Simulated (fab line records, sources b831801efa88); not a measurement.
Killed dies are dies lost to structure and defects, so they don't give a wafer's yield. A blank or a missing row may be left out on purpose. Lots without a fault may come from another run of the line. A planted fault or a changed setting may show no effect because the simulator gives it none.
Which tool did it? | flow sky130 | 10 lots, 30 wafers sampled, at 5 steps of a route of 708

WHAT THE GAUGES READ, wafer by wafer
SKY_SD_N_OVL_MEAS_08.
lot  | measured     | on         | SD_N_OVL (nm)
L608 | day 27 21:17 | overlay-01 | -0.7 0.6 -1.3
L609 | day 28 07:08 | overlay-01 | 2.7 1.6 -0.1
L614 | day 30 02:20 | overlay-01 | 1.3 -0.9 -0.2
L619 | day 32 00:05 | overlay-01 | 0.9 1.5 2.7
L621 | day 32 19:05 | overlay-01 | 0.5 2.7 0.2
L623 | day 33 06:59 | overlay-02 | 0.7 1.1 0.6
L624 | day 33 12:20 | overlay-02 | 2.1 2.5 2.3
L627 | day 34 14:23 | overlay-01 | -1.5 1.7 0.8
L628 | day 34 20:20 | overlay-01 | 1.8 2.3 0.3
L629 | day 35 06:56 | overlay-01 | 1.5 1.1 2.1

SKY_LI_CONTACT_THK_MEAS_01.
lot  | measured     | on            | LI_CONTACT_HDPCVD_THK (nm)
L608 | day 27 22:29 | film_metro-04 | 925 939 913
L609 | day 28 08:21 | film_metro-02 | 948 954 925
L614 | day 30 03:32 | film_metro-04 | 912 921 905
L619 | day 32 01:17 | film_metro-04 | 933 936 940
L621 | day 32 20:17 | film_metro-04 | 917 915 907
L623 | day 33 08:11 | film_metro-02 | 930 924 916
L624 | day 33 13:32 | film_metro-02 | 905 921 916
L627 | day 34 15:35 | film_metro-04 | 918 939 912
L628 | day 34 21:34 | film_metro-03 | 907 913 923
L629 | day 35 08:09 | film_metro-04 | 942 912 946

SKY_LOCAL_INTERCONNECT_RS_MEAS_01: measures by four-point-probe.
lot  | measured     | on            | LOCAL_INTERCONNECT_TIN_RS (ohm/sq)
L608 | day 29 03:52 | film_metro-01 | 13.69 13.75 13.61
L609 | day 29 14:34 | film_metro-02 | 14.18 14.16 14.47
L614 | day 31 09:30 | film_metro-01 | 13.91 13.98 13.99
L619 | day 33 07:08 | film_metro-04 | 14.43 14.29 14.38
L621 | day 34 01:28 | film_metro-04 | 13.75 13.64 13.66
L623 | day 34 13:15 | film_metro-01 | 12.05 12.13 12.12 12.08 12.12 12.09
L624 | day 34 18:44 | film_metro-04 | 12.03 12.00 12.06 12.02 12.01 12.09
L627 | day 35 20:18 | film_metro-02 | 14.36 14.08 14.25
L628 | day 36 01:01 | film_metro-02 | 13.95 14.06 14.25
L629 | day 36 11:24 | film_metro-02 | 13.99 14.24 14.03

SKY_LOCAL_INTERCONNECT_THK_MEAS_02: measures by xrf.
lot  | measured     | on            | LOCAL_INTERCONNECT_TIN_THK (nm)
L608 | day 29 03:59 | film_metro-01 | 102.2 101.7 102.3
L609 | day 29 14:40 | film_metro-02 | 99.7 99.5 98.0
L614 | day 31 09:37 | film_metro-01 | 101.4 101.3 101.3
L619 | day 33 07:14 | film_metro-04 | 98.7 98.6 98.8
L621 | day 34 01:35 | film_metro-04 | 103.5 103.7 104.3
L623 | day 34 15:08 | film_metro-01 | 116.1 115.7 115.8 116.0 115.5 116.0
L624 | day 34 22:17 | film_metro-04 | 117.7 117.8 117.5 117.3 117.4 116.8
L627 | day 35 20:25 | film_metro-02 | 98.8 100.5 99.6
L628 | day 36 01:07 | film_metro-02 | 101.4 100.6 98.9
L629 | day 36 11:30 | film_metro-02 | 101.0 99.2 101.3

WHICH TOOL RAN EACH LOT (tool, then ch and the chambers of the sampled wafers, then the start)
lot  | SKY_LOCAL_INTERCONNECT_SPUTTER_00
L608 | pvd_sputter-04, day 29 03:47
L609 | pvd_sputter-01, day 29 14:28
L614 | pvd_sputter-04, day 31 09:26
L619 | pvd_sputter-04, day 33 07:03
L621 | pvd_sputter-03, day 34 01:24
L623 | pvd_sputter-04, day 34 13:11
L624 | pvd_sputter-04, day 34 18:41
L627 | pvd_sputter-01, day 35 20:14
L628 | pvd_sputter-03, day 36 00:55
L629 | pvd_sputter-03, day 36 11:18
- SKY_LOCAL_INTERCONNECT_SPUTTER_00: material TiN, target thk 100 nm, time 83.3 s.

WHAT THE TOOLS THEMSELVES READ (means of the sampled wafers that have a number; where no wafer has one, the mark that the record gives instead)
SKY_LOCAL_INTERCONNECT_SPUTTER_00.
lot  | tool           | throttle_valve_pct (%)
L608 | pvd_sputter-04 | 29.9
L609 | pvd_sputter-01 | 30.1
L614 | pvd_sputter-04 | 29.9
L619 | pvd_sputter-04 | 29.1
L621 | pvd_sputter-03 | 30.1
L623 | pvd_sputter-04 | 30.7
L624 | pvd_sputter-04 | 29.9
L627 | pvd_sputter-01 | 29.8
L628 | pvd_sputter-03 | 30.1
L629 | pvd_sputter-03 | 30.1

THE ANSWER, worked out from the rows above alone
Rule: what is usual is taken from the lots themselves. Put in order of their means at a reading, lots are off if they are a third of the lots or fewer, leave a main group of 4 or more, and stand apart from it by a gap of 3 or more times the standard deviation of the main group's means; of several such gaps the widest counts. A main group whose means are all the same, to the digits that the tables above print for the reading, isn't used. A lot without any number at a reading at which 4 lots or more have one is off too. The other lots that the step has rows for count as sound. The gauges are gone through in route order, then the tools' own readings, and for those a lot's mean is taken as printed above. The first step at which some lot is off is used, and at that step the reading that is off furthest; a lot without a number counts as furthest.
Off: L623, L624, at SKY_LOCAL_INTERCONNECT_RS_MEAS_01 (LOCAL_INTERCONNECT_TIN_RS). The main group: mean 14.05 ohm/sq, standard deviation 0.24.
A tool fits if, at a process step before that reading, it ran every lot that is off, and no sound lot after the first of them. The gauges at SKY_LOCAL_INTERCONNECT_RS_MEAS_01 are tried like those tools. One fits: pvd_sputter-04 at SKY_LOCAL_INTERCONNECT_SPUTTER_00. Its last sound lot is L619 (day 33 07:03), its first lot that is off L623 (day 34 13:11): a fault that began between those two fits.

WHAT THE SIMULATOR HAD PUT IN
Process parameter drift: pvd_sputter-04, from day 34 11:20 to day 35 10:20, at SKY_LOCAL_INTERCONNECT_SPUTTER_00. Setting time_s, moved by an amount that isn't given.
Lots struck among those shown: L623, L624. The rule above found the same.
